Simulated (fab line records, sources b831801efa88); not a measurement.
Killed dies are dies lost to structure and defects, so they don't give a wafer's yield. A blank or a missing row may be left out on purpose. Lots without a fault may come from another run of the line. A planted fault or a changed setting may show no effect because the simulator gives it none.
A struck lot beside a sound one | flow sfq_line | 14 steps out of a route of 325
Sound: wafers L299.2, L299.3, L299.5. Struck: wafer L309.1. (L309.3 of the same lot was not struck and is left out.) The cause comes at the end.
At each step with rows: each side's tool, then ch and its chambers, then its first start. Under that, the readings that differ: sound wafers | struck wafers | difference of the means | sigmas: that difference in standard deviations of wafers without a fault.
alike: readings whose means differ by less than 2 such deviations, and words and numbers that are the same on both sides. not compared: withheld readings, readings that some wafer has no value for, bounds like >300 that may hide the same value, and numbers for which the record gives no deviation and whose values overlap.
The two part at a step that has a row with sigmas, a row that says differs or no value, or rows on one side only. Numbers that don't overlap but have no deviation are shown without sigmas and don't part them. A reading that every wafer of one side lacks parts them only if that side has two wafers or more.

first, 2 steps without rows for these wafers: SFQ_TRILAYER_I1_VIA_STRIP_SOLV_CLEAN_054 (cleans in NMP, time 600 s); SFQ_TRILAYER_M2_DEP_PRE_CLEAN_056 (time 22.5 s).
SFQ_TRILAYER_M2_DEP_SPUTTER_055: material Nb, target thk 200 nm, time 133.3 s.
  sound on pvd_sputter-05, day 22 10:01; struck on pvd_sputter-05, day 27 20:44
  alike: substrate_temp_c, throttle_valve_pct
SFQ_M2_RS_MEAS_914: measures by four-point-probe.
  sound on film_metro-01, day 22 10:07; struck on film_metro-02, day 27 20:50
  alike: M2_NB_RS
then, 6 steps without rows for these wafers: SFQ_TRILAYER_M2_LITHO_COAT_062 (resist thk 62 nm); SFQ_TRILAYER_M2_LITHO_COAT_057 (resist thk 600 nm); SFQ_TRILAYER_M2_LITHO_SOFTBAKE_061; SFQ_TRILAYER_M2_LITHO_EXPOSE_058 (exposes mask M2, target cd 500 nm); SFQ_TRILAYER_M2_LITHO_PEB_060 (peb time 60 s); SFQ_TRILAYER_M2_LITHO_DEVELOP_059 (time 60 s).
-- the record jumps here: 7 days lie between the struck wafers' starts before and after --
SFQ_M2_OVL_MEAS_916:
  sound on overlay-01, day 28 20:23; struck on overlay-02, day 34 09:53
  alike: M2_OVL
SFQ_TRILAYER_M2_BARC_OPEN_METAL_ETCH_077: etches BARC in O2, target depth 125 nm, time 41.7 s.
  sound on rie_metal-02 ch 0,1, day 28 20:25; struck on rie_metal-02 ch 0, day 34 09:55
  reading                                             | sound             | struck | difference | sigmas
  model.KrF_of_TRILAYER_M2_LITHO_COAT_057.thk_nm (nm) | 524.9 523.6 525.3 | 503.5  | -21.1      |
  alike: drypump_motor_current_A, oes_product_au, rf_fwd_power_W
  not compared: rf_hours_counter_h
SFQ_TRILAYER_M2_ETCH_METAL_ETCH_060: etches Nb in Cl2/Ar, stops on SiO2, target depth 240 nm, time 120 s.
  sound on rie_metal-02 ch 0,1, day 28 20:29; struck on rie_metal-02 ch 0, day 34 09:58
  reading                                             | sound             | struck | difference | sigmas
  model.KrF_of_TRILAYER_M2_LITHO_COAT_057.thk_nm (nm) | 383.2 382.5 383.2 | 361.9  | -21.1      |
  alike: drypump_motor_current_A, oes_product_au, rf_fwd_power_W
  not compared: rf_hours_counter_h
SFQ_TRILAYER_M2_STRIP_STRIP_061: strips in O2.
  sound on rie_metal-02 ch 0,1, day 28 20:36; struck on rie_metal-02 ch 0, day 34 10:06
  alike: drypump_motor_current_A, oes_product_au
  not compared: rf_hours_counter_h

WHERE THEY PART
Nowhere in this record.

WHY: what the simulator had put in
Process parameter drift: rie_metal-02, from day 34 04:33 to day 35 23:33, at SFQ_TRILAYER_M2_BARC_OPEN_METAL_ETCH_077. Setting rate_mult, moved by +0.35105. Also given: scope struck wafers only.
